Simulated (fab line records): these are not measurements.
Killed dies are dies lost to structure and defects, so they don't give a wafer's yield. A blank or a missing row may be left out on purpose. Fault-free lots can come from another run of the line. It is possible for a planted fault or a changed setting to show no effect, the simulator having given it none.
fab line records	flow sfq_line
[record] lots = 7	wafers = 21	last_day = 86
route steps=325 shown I7@309 M8@311
lots untouched by any fault: they come from a run of this same line in which no faults occurred
start_h: start of the lot's first displayed wafer, in hours after the record's first day	wait_h: hours elapsed since this lot's preceding step	" as in the row above	L1.1+2: several wafers, shown together as one row	- no value present, or no start provided	* or withheld: withheld	< > ~ a bound
route shown NAME@n: NAME is a module with steps in the file, n the number in the route of the first one	usual: the fault-free wafers' mean and standard deviation	same: alike in all rows	chamber/n: place in a boat	sites: each site's reading	_std_site: standard deviation of those values	_edge_site: mean of outer sites minus mean of inner sites	radius_mm: for every site, how far away it sits from the centre of the wafer	mask NAME#n: copy n	behind: the last tool/chamber to shape the wafer	hold: reason for holding the lot/hours on hold/outcome of the hold	device: names the non-switching transistor (n, p or np)	end of line: tests of these same wafers at the route's end	a step without rows: its recipe alone	killed: not the wafer's yield, but the dies lost to structure and defects at the first sort	map: dies across one wafer; x = killed, . = not, _ = none there
set.NAME: the setting that was run; set.NAME@STEP: the one run at that earlier step	model.NAME: the simulator's own value behind a step, which no gauge read
a table for each step, a row for each wafer; lots at some steps of the route
services: the hour from which a tool's chamber was out of use, counted from the record's first day as start_h (under 0 if before that day), plus the number of hours and why
[[steps]]
[step SFQ_TRILAYER_I7_VIA_STRIP_STRIP_191]
[recipe] gas = O2	power_w = 200	platen_temp_c = 40	overash_fraction = 0.65	chemistry = O2	pressure_mtorr = 50
[usual] drypump_motor_current_A = 5.6/0.41	oes_product_au = 1.000/0.008
lot.wafer	tool	chamber	start_h	wait_h	drypump_motor_current_A	oes_product_au	rf_hours_counter_h
L339.3	rie_metal-01	1	1976.88	-	6.0	1.003	-
L339.4	"	0	"	"	5.2	1.000	-
L339.5	"	1	"	"	6.0	1.004	-
L342.1	rie_metal-01	1	1997.50	-	6.0	1.013	125
L342.2	"	0	"	"	5.2	0.999	109
L342.6	"	1	"	"	6.0	0.999	-
L349.1	rie_metal-01	0	2026.10	-	5.2	0.993	113
L349.4	"	0	"	"	5.2	0.989	-
L349.6	"	0	"	"	5.2	0.992	-
L350.2	rie_metal-03	1	2028.50	-	4.8	0.997	31
L350.3	"	0	"	"	6.2	1.010	-
L350.4	"	1	"	"	4.8	0.988	-
L352.4	rie_metal-01	0	2037.50	-	5.2	1.004	-
L352.5	"	0	"	"	5.2	0.993	-
L352.6	"	0	"	"	5.2	1.002	-
L354.2	rie_metal-03	1	2047.70	-	4.8	0.993	34
L354.4	"	1	"	"	4.8	1.002	-
L354.5	"	1	"	"	4.8	0.990	-
L359.1	rie_metal-01	0	2060.90	-	5.2	0.993	119
L359.3	"	0	"	"	5.2	1.001	-
L359.5	"	1	"	"	6.0	0.998	-
[step SFQ_TRILAYER_I7_VIA_STRIP_SOLV_CLEAN_192]
[recipe] chemistry = NMP	temp_c = 70	time_s = 600
[step SFQ_TRILAYER_M8_LITHO_LOR_COAT_197]
[recipe] resist = lift-off	spin_rpm = 3000
[step SFQ_TRILAYER_M8_LITHO_LOR_BAKE_198]
[recipe] resist = lift-off	temp_c = withheld	time_s = withheld
[step SFQ_TRILAYER_M8_LITHO_COAT_193]
[recipe] resist = KrF	spin_rpm = 3000	resist_thk_nm = 600
[step SFQ_TRILAYER_M8_LITHO_SOFTBAKE_199]
[recipe] temp_c = withheld	time_s = withheld	resist = KrF
[step SFQ_TRILAYER_M8_LITHO_EXPOSE_194]
[recipe] mask_id = M8	na = 0.6	source_shape = conventional	sigma_outer = 0.65	target_cd_nm = 2000	dose_mj = 14.4
[step SFQ_TRILAYER_M8_LITHO_PEB_196]
[recipe] peb_temp_c = 115	peb_time_s = 60	resist = KrF
[step SFQ_TRILAYER_M8_LITHO_DEVELOP_195]
[recipe] img_clear_s = 15	time_s = 55	resist = KrF
[step SFQ_M8_OVL_MEAS_948]
[usual] M8_OVL = 3/5.7
lot.wafer	tool	chamber	start_h	wait_h	M8_OVL[nm]
L339.3	overlay-01	-	1983.69	0.1	-2
L339.4	"	-	"	"	4
L339.5	"	-	"	"	0
L342.1	overlay-02	-	2012.70	0.1	0
L342.2	"	-	"	"	6
L342.6	"	-	"	"	7
L349.1	overlay-01	-	2034.30	0.1	12
L349.4	"	-	"	"	4
L349.6	"	-	"	"	11
L350.2	overlay-01	-	2035.51	0.1	7
L350.3	"	-	"	"	11
L350.4	"	-	"	"	14
L352.4	overlay-01	-	2042.72	0.1	14
L352.5	"	-	"	"	13
L352.6	"	-	"	"	9
L354.2	overlay-01	-	2053.51	0.1	-2
L354.4	"	-	"	"	5
L354.5	"	-	"	"	2
L359.1	overlay-01	-	2069.10	0.1	4
L359.3	"	-	"	"	-6
L359.5	"	-	"	"	5
[step SFQ_TRILAYER_M8_DEP_EVAP_197]
[recipe] material = Ti	angular_spread_deg = 1	target_thk_nm = 20	time_s = 100	power_w = 2000
[step SFQ_TRILAYER_M8_DEP_EVAP_198]
[recipe] material = Pt	angular_spread_deg = 1	target_thk_nm = 50	time_s = 250	power_w = 2000
[step SFQ_TRILAYER_M8_DEP_EVAP_196]
[recipe] material = Au	angular_spread_deg = 1	target_thk_nm = 180	time_s = 900	power_w = 2000
lot.wafer	tool	chamber	start_h	wait_h	model.Au_of_TRILAYER_M8_DEP_EVAP_196.thk_nm
L339.3	pvd_sputter-02	-	1983.94	0.1	179.2
L339.4+5	"	-	"	"	178.1
L342.1	pvd_sputter-01	-	2012.96	0.1	179
L342.2	"	-	"	"	181.2
L342.6	"	-	"	"	178.9
L349.1	pvd_sputter-02	-	2034.56	0.1	177.4
L349.4	"	-	"	"	179
L349.6	"	-	"	"	177.5
L350.2	pvd_sputter-01	-	2035.76	0.1	206.9
L350.3	"	-	"	"	181
L350.4	"	-	"	"	180.3
L352.4	pvd_sputter-01	-	2042.96	0.1	181.2
L352.5	"	-	"	"	180.7
L352.6	"	-	"	"	207.7
L354.2	pvd_sputter-01	-	2053.76	0.1	209.3
L354.4	"	-	"	"	180.3
L354.5	"	-	"	"	181.5
L359.1	pvd_sputter-02	-	2069.36	0.1	181.4
L359.3	"	-	"	"	181.1
L359.5	"	-	"	"	179.6
[step SFQ_M8_RS_MEAS_949]
[recipe] thk_meas_gauge = four-point-probe	reads = Au_of_TRILAYER_M8_DEP_EVAP_196+Pt_of_TRILAYER_M8_DEP_EVAP_198+Ti_of_TRILAYER_M8_DEP_EVAP_197
[usual] M8_AU_RS = 0.1536/0.0015
lot.wafer	tool	chamber	start_h	wait_h	M8_AU_RS[ohm/sq]
L339.3	film_metro-02	-	1984.53	0.3	0.1543
L339.4	"	-	"	"	0.1556
L339.5	"	-	"	"	0.1557
L342.1	film_metro-02	-	2013.48	0.3	0.1546
L342.2	"	-	"	"	0.1530
L342.6	"	-	"	"	0.1551
L349.1	film_metro-04	-	2035.08	0.3	0.1556
L349.4	"	-	"	"	0.1547
L349.6	"	-	"	"	0.1554
L350.2	film_metro-04	-	2036.30	0.3	0.1334
L350.3	"	-	"	"	0.1529
L350.4	"	-	"	"	0.1531
L352.4	film_metro-04	-	2043.54	0.3	0.1525
L352.5	"	-	"	"	0.1530
L352.6	"	-	"	"	0.1329
L354.2	film_metro-04	-	2054.30	0.3	0.1318
L354.4	"	-	"	"	0.1536
L354.5	"	-	"	"	0.1524
L359.1	film_metro-04	-	2069.88	0.3	0.1523
L359.3	"	-	"	"	0.1526
L359.5	"	-	"	"	0.1539
[step SFQ_M8_THK_MEAS_950]
[recipe] thk_meas_gauge = xrf	reads = Au_of_TRILAYER_M8_DEP_EVAP_196
[usual] M8_AU_THK = 180.0/2.6
lot.wafer	tool	chamber	start_h	wait_h	M8_AU_THK[nm]
L339.3	film_metro-02	-	1984.63	0.1	178.5
L339.4	"	-	"	"	177.3
L339.5	"	-	"	"	177.9
L342.1	film_metro-02	-	2013.60	0.1	178.5
L342.2	"	-	"	"	181.0
L342.6	"	-	"	"	178.4
L349.1	film_metro-04	-	2035.20	0.1	180.0
L349.4	"	-	"	"	181.0
L349.6	"	-	"	"	179.3
L350.2	film_metro-04	-	2036.41	0.1	208.8
L350.3	"	-	"	"	182.7
L350.4	"	-	"	"	181.7
L352.4	film_metro-04	-	2043.63	0.1	182.9
L352.5	"	-	"	"	182.5
L352.6	"	-	"	"	209.5
L354.2	film_metro-04	-	2054.41	0.1	211.9
L354.4	"	-	"	"	182.2
L354.5	"	-	"	"	183.2
L359.1	film_metro-04	-	2070.00	0.1	183.5
L359.3	"	-	"	"	182.4
L359.5	"	-	"	"	181.5
[step SFQ_TRILAYER_M8_LIFTOFF_LIFTOFF_197]
[recipe] temp_c = 80	time_s = 600	chemistry = NMP
[step SFQ_M8_BOW_MEAS_951]
[recipe] mode = bow
[usual] M8_BOW = 9/8.9
lot.wafer	tool	chamber	start_h	wait_h	M8_BOW[um]	model.etest.i7.link_ohm	model.etest.m8.ohm_sq
L339.3	film_metro-02	-	1984.90	0.0	-6	1.033	0.1543
L339.4	"	-	"	"	-1	1.037	0.1554
L339.5	"	-	"	"	-8	1.041	0.1554
L342.1	film_metro-03	-	2013.84	0.0	3	1.052	0.1545
L342.2	"	-	"	"	5	1.059	0.1527
L342.6	"	-	"	"	2	1.052	0.1546
L349.1	film_metro-03	-	2035.47	0.0	6	1.052	0.1559
L349.4	"	-	"	"	5	1.047	0.1546
L349.6	"	-	"	"	6	1.043	0.1559
L350.2	film_metro-03	-	2036.66	0.0	12	1.023	0.1337
L350.3	"	-	"	"	7	1.044	0.1529
L350.4	"	-	"	"	21	1.036	0.1534
L352.4	film_metro-02	-	2043.90	0.1	5	1.063	0.1527
L352.5	"	-	"	"	9	1.046	0.1531
L352.6	"	-	"	"	16	1.033	0.1332
L354.2	film_metro-03	-	2054.86	0.0	2	1.03	0.1322
L354.4	"	-	"	"	6	1.031	0.1534
L354.5	"	-	"	"	18	1.04	0.1525
L359.1	film_metro-03	-	2070.24	0.0	-4	1.043	0.1525
L359.3	"	-	"	"	12	1.045	0.1528
L359.5	"	-	"	"	-2	1.053	0.1541
[[services]]
tool	chamber	start_h	hours	kind
rie_metal-03	1	1972.25	12.9	repair
pvd_sputter-01	-	1993.88	0.8	repair
rie_metal-01	1	2020.88	-	clean
rie_metal-01	1	2020.88	18.0	scheduled_down
rie_metal-01	1	2020.88	18.0	vent_cycle
pvd_sputter-02	-	2043.46	1.5	repair
[[key]]
[first_sign] step = SFQ_M8_RS_MEAS_949	reading = M8_AU_RS	direction = down	sigmas = 13	usual = 0.1536	struck = 0.1327
[effect] step = SFQ_M8_THK_MEAS_950	reading = M8_AU_THK	direction = up	sigmas = 12	usual = 180.0	struck = 210.1
[model_effect] step = SFQ_TRILAYER_M8_DEP_EVAP_196	value = Au_of_TRILAYER_M8_DEP_EVAP_196.thk_nm	without = 180.2	struck = 208
[model_effect] step = SFQ_M8_BOW_MEAS_951	value = etest.i7.link_ohm	without = 1.05	struck = 1.029
met_at SFQ_TRILAYER_M8_DEP_EVAP_196
struck_wafers L350.2,L352.6,L354.2
onset_between 2012.96 2035.76
[fault] kind = process_parameter_drift	tool = pvd_sputter-01	chamber = -	onset_h = 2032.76	steps = SFQ_TRILAYER_M8_DEP_EVAP_196	channel = time_s	offset = *	shape = step	end_h = 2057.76	scope = struck_wafers_only	acts_in = *	stated = *
